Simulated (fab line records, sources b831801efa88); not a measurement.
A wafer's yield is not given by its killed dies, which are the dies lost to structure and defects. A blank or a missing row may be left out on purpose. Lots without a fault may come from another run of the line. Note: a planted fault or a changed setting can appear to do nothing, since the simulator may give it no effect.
Which tool was responsible? / flow sky130 / 14 lots, 41 wafers sampled, at 6 steps of a route of 708

WHAT THE GAUGES SHOWED, per wafer
SKY_POLY_CUT_OVL_MEAS_09.
lot=L193; measured=day 24 08:13; on=overlay-01; POLY_CUT_OVL (nm)=-8 -5 -4
lot=L192; measured=day 24 08:46; on=overlay-02; POLY_CUT_OVL (nm)=-8 -8 -9
lot=L194; measured=day 24 22:11; on=overlay-02; POLY_CUT_OVL (nm)=-3 -10 -9
lot=L195; measured=day 25 05:22; on=overlay-01; POLY_CUT_OVL (nm)=-2 -5 -2
lot=L196; measured=day 25 17:10; on=overlay-01; POLY_CUT_OVL (nm)=-4 -5 -8
lot=L198; measured=day 26 09:50; on=overlay-02; POLY_CUT_OVL (nm)=5 0 3
lot=L200; measured=day 26 19:25; on=overlay-01; POLY_CUT_OVL (nm)=0 2 -2
lot=L199; measured=day 26 21:43; on=overlay-01; POLY_CUT_OVL (nm)=7 1 5
lot=L201; measured=day 27 11:38; on=overlay-02; POLY_CUT_OVL (nm)=9 5 -3
lot=L202; measured=day 27 22:29; on=overlay-02; POLY_CUT_OVL (nm)=2 1 3
lot=L205; measured=day 28 15:25; on=overlay-02; POLY_CUT_OVL (nm)=-15 -13 -18
lot=L204; measured=day 29 04:53; on=overlay-01; POLY_CUT_OVL (nm)=-3 -10 -7
lot=L207; measured=day 29 13:55; on=overlay-01; POLY_CUT_OVL (nm)=-10 -15 -15
lot=L208; measured=day 31 01:02; on=overlay-01; POLY_CUT_OVL (nm)=-2 -6

SKY_LI_CONTACT_THK_MEAS_01.
lot=L193; measured=day 28 01:58; on=film metro-03; LI_CONTACT_HDPCVD_THK (nm)=943 920 941
lot=L192; measured=day 28 02:16; on=film metro-03; LI_CONTACT_HDPCVD_THK (nm)=923 934 935
lot=L194; measured=day 28 15:08; on=film metro-03; LI_CONTACT_HDPCVD_THK (nm)=953 948 937
lot=L195; measured=day 28 23:07; on=film metro-01; LI_CONTACT_HDPCVD_THK (nm)=937 939 941
lot=L196; measured=day 29 09:45; on=film metro-03; LI_CONTACT_HDPCVD_THK (nm)=947 938 940
lot=L198; measured=day 30 02:10; on=film metro-01; LI_CONTACT_HDPCVD_THK (nm)=954 946 942
lot=L200; measured=day 30 10:07; on=film metro-01; LI_CONTACT_HDPCVD_THK (nm)=947 931 943
lot=L199; measured=day 30 13:18; on=film metro-03; LI_CONTACT_HDPCVD_THK (nm)=937 931 939
lot=L201; measured=day 31 01:13; on=film metro-02; LI_CONTACT_HDPCVD_THK (nm)=949 928 951
lot=L202; measured=day 31 10:27; on=film metro-01; LI_CONTACT_HDPCVD_THK (nm)=945 912 950
lot=L205; measured=day 32 03:50; on=film metro-03; LI_CONTACT_HDPCVD_THK (nm)=930 927 920
lot=L204; measured=day 32 17:10; on=film metro-03; LI_CONTACT_HDPCVD_THK (nm)=919 925 917
lot=L207; measured=day 33 01:25; on=film metro-01; LI_CONTACT_HDPCVD_THK (nm)=439 438 935
lot=L208; measured=day 34 09:59; on=film metro-03; LI_CONTACT_HDPCVD_THK (nm)=444 939

SKY_LI_CONTACT_BOW_MEAS_03.
lot=L193; measured=day 28 02:20; on=film metro-02; LI_CONTACT_BOW (um)=53 60 58
lot=L192; measured=day 28 02:37; on=film metro-01; LI_CONTACT_BOW (um)=59 57 53
lot=L194; measured=day 28 15:31; on=film metro-01; LI_CONTACT_BOW (um)=56 50 59
lot=L195; measured=day 28 23:28; on=film metro-03; LI_CONTACT_BOW (um)=55 59 49
lot=L196; measured=day 29 10:07; on=film metro-01; LI_CONTACT_BOW (um)=51 56 56
lot=L198; measured=day 30 02:32; on=film metro-03; LI_CONTACT_BOW (um)=47 53 49
lot=L200; measured=day 30 10:29; on=film metro-03; LI_CONTACT_BOW (um)=53 50 50
lot=L199; measured=day 30 13:40; on=film metro-01; LI_CONTACT_BOW (um)=60 53 60
lot=L201; measured=day 31 01:44; on=film metro-01; LI_CONTACT_BOW (um)=61 42 60
lot=L202; measured=day 31 10:49; on=film metro-01; LI_CONTACT_BOW (um)=54 63 59
lot=L205; measured=day 32 04:11; on=film metro-02; LI_CONTACT_BOW (um)=64 48 53
lot=L204; measured=day 32 17:32; on=film metro-03; LI_CONTACT_BOW (um)=45 56 52
lot=L207; measured=day 33 01:50; on=film metro-01; LI_CONTACT_BOW (um)=50 58 58
lot=L208; measured=day 34 10:22; on=film metro-03; LI_CONTACT_BOW (um)=48 58

WHICH TOOL RAN EACH LOT (tool, then ch and the chambers of the sampled wafers, then the start)
lot=L193; SKY_POLY_GATE_ETCH_16=rie diel-03 ch 0,3, day 16 11:05; SKY_LI_CONTACT_HDPCVD_00=hdpcvd-02 ch 0,2, day 28 01:52; SKY_LI_CONTACT_CMP_02=cmp-02 ch 0,1,3, day 28 02:02
lot=L192; SKY_POLY_GATE_ETCH_16=rie diel-03 ch 2,3, day 16 12:35; SKY_LI_CONTACT_HDPCVD_00=hdpcvd-01 ch 0,1,2, day 28 02:10; SKY_LI_CONTACT_CMP_02=cmp-01 ch 0,1,2, day 28 02:25
lot=L194; SKY_POLY_GATE_ETCH_16=rie diel-04 ch 0,2,3, day 17 02:20; SKY_LI_CONTACT_HDPCVD_00=hdpcvd-02 ch 0,1, day 28 15:01; SKY_LI_CONTACT_CMP_02=cmp-01 ch 1,2, day 28 15:11
lot=L195; SKY_POLY_GATE_ETCH_16=rie diel-02 ch 0,1,2, day 17 07:38; SKY_LI_CONTACT_HDPCVD_00=hdpcvd-02 ch 0,2, day 28 23:01; SKY_LI_CONTACT_CMP_02=cmp-01 ch 0,1,2, day 28 23:13
lot=L196; SKY_POLY_GATE_ETCH_16=rie diel-04 ch 0,1,3, day 17 21:26; SKY_LI_CONTACT_HDPCVD_00=hdpcvd-02 ch 0,1, day 29 09:39; SKY_LI_CONTACT_CMP_02=cmp-01 ch 0,1,2, day 29 09:49
lot=L198; SKY_POLY_GATE_ETCH_16=rie diel-04 ch 0,1,3, day 18 13:08; SKY_LI_CONTACT_HDPCVD_00=hdpcvd-01 ch 0,2, day 30 02:03; SKY_LI_CONTACT_CMP_02=cmp-02 ch 0,2,3, day 30 02:13
lot=L200; SKY_POLY_GATE_ETCH_16=rie diel-03 ch 0,1,2, day 19 00:17; SKY_LI_CONTACT_HDPCVD_00=hdpcvd-02 ch 1,2, day 30 10:00; SKY_LI_CONTACT_CMP_02=cmp-02 ch 0,2, day 30 10:13
lot=L199; SKY_POLY_GATE_ETCH_16=rie diel-02 ch 0,1,3, day 19 05:17; SKY_LI_CONTACT_HDPCVD_00=hdpcvd-02 ch 0,1, day 30 13:12; SKY_LI_CONTACT_CMP_02=cmp-02 ch 0,1,3, day 30 13:28
lot=L201; SKY_POLY_GATE_ETCH_16=rie diel-03 ch 1,2,3, day 19 15:56; SKY_LI_CONTACT_HDPCVD_00=hdpcvd-01 ch 1,2, day 31 01:06; SKY_LI_CONTACT_CMP_02=cmp-01 ch 0,1, day 31 01:25
lot=L202; SKY_POLY_GATE_ETCH_16=rie diel-03 ch 0,2,3, day 20 02:35; SKY_LI_CONTACT_HDPCVD_00=hdpcvd-01 ch 0,1,2, day 31 10:20; SKY_LI_CONTACT_CMP_02=cmp-01 ch 0,2,3, day 31 10:33
lot=L205; SKY_POLY_GATE_ETCH_16=rie diel-03 ch 2,3, day 20 23:14; SKY_LI_CONTACT_HDPCVD_00=hdpcvd-02 ch 1,2, day 32 03:43; SKY_LI_CONTACT_CMP_02=cmp-02 ch 0,2,3, day 32 03:59
lot=L204; SKY_POLY_GATE_ETCH_16=rie diel-03 ch 1,2,3, day 21 12:35; SKY_LI_CONTACT_HDPCVD_00=hdpcvd-02 ch 0,1,2, day 32 17:04; SKY_LI_CONTACT_CMP_02=cmp-01 ch 0,1,2, day 32 17:13
lot=L207; SKY_POLY_GATE_ETCH_16=rie diel-02 ch 0,2,3, day 22 00:02; SKY_LI_CONTACT_HDPCVD_00=hdpcvd-02 ch 0,1,2, day 33 01:19; SKY_LI_CONTACT_CMP_02=cmp-01 ch 0,1,2, day 33 01:32
lot=L208; SKY_POLY_GATE_ETCH_16=rie diel-02 ch 0,1, day 23 12:14; SKY_LI_CONTACT_HDPCVD_00=hdpcvd-02 ch 0,1, day 34 09:53; SKY_LI_CONTACT_CMP_02=cmp-02 ch 1,3, day 34 10:05
- SKY_POLY_GATE_ETCH_16: etches Si3N4 in CH3F/O2, stops on poly-Si, time 147.5 s, target depth 75 nm.
- SKY_LI_CONTACT_HDPCVD_00: deposits PSG, target thk 930 nm, time 155 s.
- SKY_LI_CONTACT_CMP_02: polishes PSG.

WHAT THE TOOLS THEMSELVES READ (means of the sampled wafers that have a number; where no wafer has one, the mark that the record gives instead)
SKY_POLY_GATE_ETCH_16.
lot=L193; tool=rie diel-03; O2_flow_sccm (sccm)=29.99; drypump motor current A (A)=5.2; oes product au (a.u.)=0.642; throttle valve pct (%)=10.529
lot=L192; tool=rie diel-03; O2_flow_sccm (sccm)=29.98; drypump motor current A (A)=5.1; oes product au (a.u.)=0.645; throttle valve pct (%)=10.535
lot=L194; tool=rie diel-04; O2_flow_sccm (sccm)=30.00; drypump motor current A (A)=5.2; oes product au (a.u.)=0.638; throttle valve pct (%)=10.530
lot=L195; tool=rie diel-02; O2_flow_sccm (sccm)=30.04; drypump motor current A (A)=5.9; oes product au (a.u.)=0.643; throttle valve pct (%)=10.534
lot=L196; tool=rie diel-04; O2_flow_sccm (sccm)=30.06; drypump motor current A (A)=5.3; oes product au (a.u.)=0.639; throttle valve pct (%)=10.539
lot=L198; tool=rie diel-04; O2_flow_sccm (sccm)=30.00; drypump motor current A (A)=5.3; oes product au (a.u.)=0.648; throttle valve pct (%)=10.530
lot=L200; tool=rie diel-03; O2_flow_sccm (sccm)=29.99; drypump motor current A (A)=5.2; oes product au (a.u.)=0.650; throttle valve pct (%)=10.533
lot=L199; tool=rie diel-02; O2_flow_sccm (sccm)=29.96; drypump motor current A (A)=5.7; oes product au (a.u.)=0.639; throttle valve pct (%)=10.531
lot=L201; tool=rie diel-03; O2_flow_sccm (sccm)=29.96; drypump motor current A (A)=5.2; oes product au (a.u.)=0.643; throttle valve pct (%)=10.542
lot=L202; tool=rie diel-03; O2_flow_sccm (sccm)=29.93; drypump motor current A (A)=5.2; oes product au (a.u.)=0.636; throttle valve pct (%)=10.539
lot=L205; tool=rie diel-03; O2_flow_sccm (sccm)=29.94; drypump motor current A (A)=5.2; oes product au (a.u.)=0.641; throttle valve pct (%)=10.538
lot=L204; tool=rie diel-03; O2_flow_sccm (sccm)=30.02; drypump motor current A (A)=5.2; oes product au (a.u.)=0.639; throttle valve pct (%)=10.540
lot=L207; tool=rie diel-02; O2_flow_sccm (sccm)=30.01; drypump motor current A (A)=5.6; oes product au (a.u.)=0.638; throttle valve pct (%)=10.540
lot=L208; tool=rie diel-02; O2_flow_sccm (sccm)=29.99; drypump motor current A (A)=6.0; oes product au (a.u.)=0.641; throttle valve pct (%)=10.534

SKY_LI_CONTACT_CMP_02.
lot=L193; tool=cmp-02; head pressure psi (psi)=3.994; motor current A (A)=11.0; platen rpm (rpm)=59.97; time to endpoint s (s)=33
lot=L192; tool=cmp-01; head pressure psi (psi)=4.006; motor current A (A)=11.7; platen rpm (rpm)=59.99; time to endpoint s (s)=34
lot=L194; tool=cmp-01; head pressure psi (psi)=4.000; motor current A (A)=11.2; platen rpm (rpm)=60.00; time to endpoint s (s)=40
lot=L195; tool=cmp-01; head pressure psi (psi)=3.999; motor current A (A)=11.7; platen rpm (rpm)=59.99; time to endpoint s (s)=35
lot=L196; tool=cmp-01; head pressure psi (psi)=3.995; motor current A (A)=12.0; platen rpm (rpm)=59.97; time to endpoint s (s)=37
lot=L198; tool=cmp-02; head pressure psi (psi)=4.000; motor current A (A)=11.6; platen rpm (rpm)=59.97; time to endpoint s (s)=38
lot=L200; tool=cmp-02; head pressure psi (psi)=3.998; motor current A (A)=11.8; platen rpm (rpm)=60.00; time to endpoint s (s)=32
lot=L199; tool=cmp-02; head pressure psi (psi)=3.998; motor current A (A)=11.2; platen rpm (rpm)=59.96; time to endpoint s (s)=34
lot=L201; tool=cmp-01; head pressure psi (psi)=4.007; motor current A (A)=12.4; platen rpm (rpm)=60.00; time to endpoint s (s)=34
lot=L202; tool=cmp-01; head pressure psi (psi)=4.006; motor current A (A)=12.7; platen rpm (rpm)=59.99; time to endpoint s (s)=40
lot=L205; tool=cmp-02; head pressure psi (psi)=4.001; motor current A (A)=11.3; platen rpm (rpm)=60.01; time to endpoint s (s)=33
lot=L204; tool=cmp-01; head pressure psi (psi)=4.005; motor current A (A)=12.0; platen rpm (rpm)=59.98; time to endpoint s (s)=33
lot=L207; tool=cmp-01; head pressure psi (psi)=3.998; motor current A (A)=11.9; platen rpm (rpm)=60.02; time to endpoint s (s)=25
lot=L208; tool=cmp-02; head pressure psi (psi)=3.994; motor current A (A)=11.2; platen rpm (rpm)=60.02; time to endpoint s (s)=22

THE ANSWER, worked out from the rows above alone
Rule: the usual values come from the lots themselves. Put in order of their means at a reading, lots are off if they are a third of the lots or fewer, leave a main group of 4 or more, and stand apart from it by a gap of 3 or more times the standard deviation of the main group's means; of several such gaps the widest counts. A main group is skipped when, at the precision printed for the reading in the tables above, its means are all equal. A lot without any number at a reading at which 4 lots or more have one is off too. All remaining lots with rows at the step are treated as sound. First the gauges in route order, then the tools' own readings, where a lot's mean is used as printed above. At the first step where some lot is off, the reading lying furthest off is the one used; lots without a number count as furthest.
Off: L207, L208, at SKY_LI_CONTACT_THK_MEAS_01 (LI_CONTACT_HDPCVD_THK). Main group: mean 937 nm, sd 7.7.
If a tool, at a process step before that reading, ran all the lots that are off and no sound lot after the first of them, it fits. The gauges at SKY_LI_CONTACT_THK_MEAS_01 aren't tried: what is off there is off at SKY_POLY_GATE_ETCH_16 too, on other tools, and a gauge's error can't cause that. This does not decide it: 2 tools fit, namely rie diel-02 at SKY_POLY_GATE_ETCH_16 and hdpcvd-02 at SKY_LI_CONTACT_HDPCVD_00.

WHAT THE SIMULATOR HAD PUT IN
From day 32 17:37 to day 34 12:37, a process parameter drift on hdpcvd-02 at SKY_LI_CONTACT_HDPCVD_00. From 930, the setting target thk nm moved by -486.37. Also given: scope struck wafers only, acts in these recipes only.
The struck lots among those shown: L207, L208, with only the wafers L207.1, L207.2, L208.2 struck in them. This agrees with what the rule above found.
